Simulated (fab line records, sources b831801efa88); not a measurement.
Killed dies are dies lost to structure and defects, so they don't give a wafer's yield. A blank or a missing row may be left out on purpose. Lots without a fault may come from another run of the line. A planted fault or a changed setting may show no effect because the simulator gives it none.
One fault seen from 2 desks | flow sky130 | each desk has only its own numbers; what lay behind them comes last

THE TOOL OWNER'S DESK: rie_diel-01
The tool's own readings at SKY_LI_CONTACT_ETCH_15 (etches PSG in C4F8/O2/Ar, stops on Si, target depth 600 nm): means of the sampled wafers that have a number, for each lot that ran on this tool. A lot is out of limits, marked OUT, if its mean lies more than 4 standard deviations from the usual mean; the brackets give that distance.
Columns: A = bias_w at SKY_LI_CONTACT_ETCH_15, usual 1200 W; B = oes_product_au at SKY_LI_CONTACT_ETCH_15, usual 0.837 a.u.
lot  | first seen here | A    | B
L198 | day 29 06:26    | 1200 | 0.837
L204 | day 31 09:05    | 1193 | 0.833
L207 | day 32 11:53    | 1202 | 0.835
L214 | day 34 21:01    | 1198 | 0.837
This desk's finding: nothing out of limits on any of the 4 lots.

THE METROLOGY DESK
What the gauges read, lot by lot, whatever tool the lot ran on: means of the sampled wafers that have a number. A lot is out of limits, marked OUT, if its mean lies more than 4 standard deviations from the usual mean; the brackets give that distance.
Columns: A = METAL4_OVL at SKY_METAL4_OVL_MEAS_14, usual 3 nm; B = VIA4_W_THK at SKY_VIA4_THK_MEAS_20, usual 499 nm; C = PASSIVATION_CVD_00_THK at SKY_PASSIVATION_THK_MEAS_01, usual 90.1 nm
lot  | first seen here | A  | B   | C
L197 | day 41 18:21    | 6  | 508 | 88.7
L198 | day 42 02:47    | -1 | 505 | 90.1
L199 | day 42 09:13    | 5  | 490 | 89.8
L202 | day 43 02:56    | 7  | 499 | 89.3
L204 | day 43 19:08    | 6  | 502 | 91.7
L205 | day 44 09:14    | 5  | 497 | 90.3
L206 | day 44 09:20    | 4  | 513 | 90.8
L207 | day 44 16:26    | 6  | 503 | 91.3
L208 | day 45 05:50    | -1 | 497 | 90.5
L212 | day 46 03:57    | 1  | 509 | 90.5
L214 | day 46 16:37    | 1  | 491 | 90.7
L216 | day 47 09:47    | 10 | 497 | 90.4
L218 | day 47 13:58    | 4  | 504 | 90.6
This desk's finding: nothing out of limits on any of the 13 lots.

PUT TOGETHER
The tool owner's desk saw nothing out of limits.
The metrology desk saw nothing out of limits.

WHAT THE SIMULATOR HAD PUT IN
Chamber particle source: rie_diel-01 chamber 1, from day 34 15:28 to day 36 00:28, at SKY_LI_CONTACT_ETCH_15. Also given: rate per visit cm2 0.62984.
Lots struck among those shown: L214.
